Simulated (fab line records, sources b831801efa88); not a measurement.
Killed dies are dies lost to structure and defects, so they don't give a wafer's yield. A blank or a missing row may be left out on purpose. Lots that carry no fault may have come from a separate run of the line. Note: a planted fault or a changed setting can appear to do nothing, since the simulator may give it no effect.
Struck lot and sound lot, side by side -- flow sky130 -- 16 out of 708 route steps
Sound: the wafers L220.2, L220.4, L220.5. Wafers L222.1, L222.4, L222.5 were the ones struck. The cause is named last.
Per side, at each step with rows, come the tool, then ch with its chambers, and then its first start. Under that, the readings that differ: sound wafers -- struck wafers -- difference of the means -- sigmas: that difference in standard deviations of wafers without a fault.
alike: readings whose means differ by less than 2 such deviations, and words and numbers that are the same on both sides. not compared: withheld readings, readings that some wafer has no value for, bounds like >300 that may hide the same value, and numbers for which the record gives no deviation and whose values overlap.
A row with sigmas, a row that says differs or no value, or rows on one side alone: a step with any of these is where the two part. Non-overlapping numbers with no deviation appear without sigmas and do not part them. Lack of a reading on every wafer of one side parts them only where that side has two or more wafers.

first, 8 steps without rows for these wafers: SKY_METAL2_DEHYDRATE_07 (time 60 s); SKY_METAL2_HMDS_08 (prime time 60 s); SKY_METAL2_COAT_09 (resist thk 60 nm); SKY_METAL2_COAT_10 (resist thk 450 nm); SKY_METAL2_SOFTBAKE_11 (time 90 s); SKY_METAL2_EXPOSE_12 (exposes mask MM2, target cd 140 nm); SKY_METAL2_PEB_13; SKY_METAL2_DEVELOP_14 (develop time 60 s).
SKY_METAL2_CD_MEAS_15: the cd target is 140 nm.
  sound on cd sem-02, day 35 23:28; struck on cd sem-02, day 37 00:01
  alike: cd nm
SKY_METAL2_OVL_MEAS_16:
  sound on overlay-01, day 35 23:35; struck on overlay-02, day 37 00:08
reading,sound,struck,difference,sigmas
METAL2_OVL (nm),-4 -12 -5,12 2 6,+14,+3
SKY_METAL2_DESCUM_17: chemistry O2, time 8 s.
  sound on rie metal-02 ch 0,1, day 35 23:37; struck on rie metal-02 ch 0,1, day 37 00:10
  alike: drypump motor current A, oes product au
  not compared: rf hours counter h
SKY_METAL2_ETCH_18: etches BARC in N2/H2, stops on SiO2, time 45.9 s, target depth 60 nm.
  sound on rie metal-02 ch 0,1, day 35 23:38; struck on rie metal-02 ch 0,1, day 37 00:12
  alike: drypump motor current A, oes product au, rf fwd power W, throttle valve pct
  not compared: rf hours counter h
SKY_METAL2_METAL_ETCH_19: etches the open film in Cl2/BCl3, stops on SiO2, target depth 360 nm, time 78 s.
  sound on rie metal-02 ch 0,1, day 35 23:42; struck on rie metal-02 ch 0,1, day 37 00:16
reading,sound,struck,difference,sigmas
rf fwd power W (W),893 897 893,750 752 752,-143,-41
throttle valve pct (%),22.262 22.248 22.249,22.254 22.273 22.286,+0.018,+2
model.KrF-thick_of_METAL2_COAT_10.thk nm (nm),159.1 167.5 160.9,194 192.5 199.9,+33,
model.METAL2.cd nm (nm),141.9 145.1 141.7,147.8 147.5 150.3,+5.6,
  alike: drypump motor current A, mfc cl2 sccm, oes product au
  not compared: rf hours counter h
SKY_METAL2_STRIP_20: strips in O2/N2.
  sound on plasma asher-03 ch 0,1, day 35 23:47; struck on plasma asher-02 ch 0,1, day 37 00:21
reading,sound,struck,difference,sigmas
oes product au (a.u.),0.343 0.353 0.339,0.362 0.354 0.359,+0.013,+2
strip time to endpoint s (s),2.70 2.79 2.70,3.10 3.07 3.13,+0.37,+4
  alike: drypump motor current A
  not compared: rf hours counter h
then, 1 step without rows for these wafers: SKY_METAL2_STRIP_21 (strips in post etch residue remover, time 1200 s).
-- the record jumps here: 10 days lie between the struck wafers' starts before and after (it left off in module METAL2 and takes up again in module PAD_OPEN, whose first step shown is number 708 of the route) --
SKY_PAD_OPEN_PROBE_99:
  rows exist in the record for the struck wafers here (prober-02, day 47 08:20), but not for the sound ones

== WHERE THEY PART ==
Last at SKY_PAD_OPEN_PROBE_99 as far as this record goes, first at SKY_METAL2_OVL_MEAS_16.

WHY: whatever the simulator had introduced
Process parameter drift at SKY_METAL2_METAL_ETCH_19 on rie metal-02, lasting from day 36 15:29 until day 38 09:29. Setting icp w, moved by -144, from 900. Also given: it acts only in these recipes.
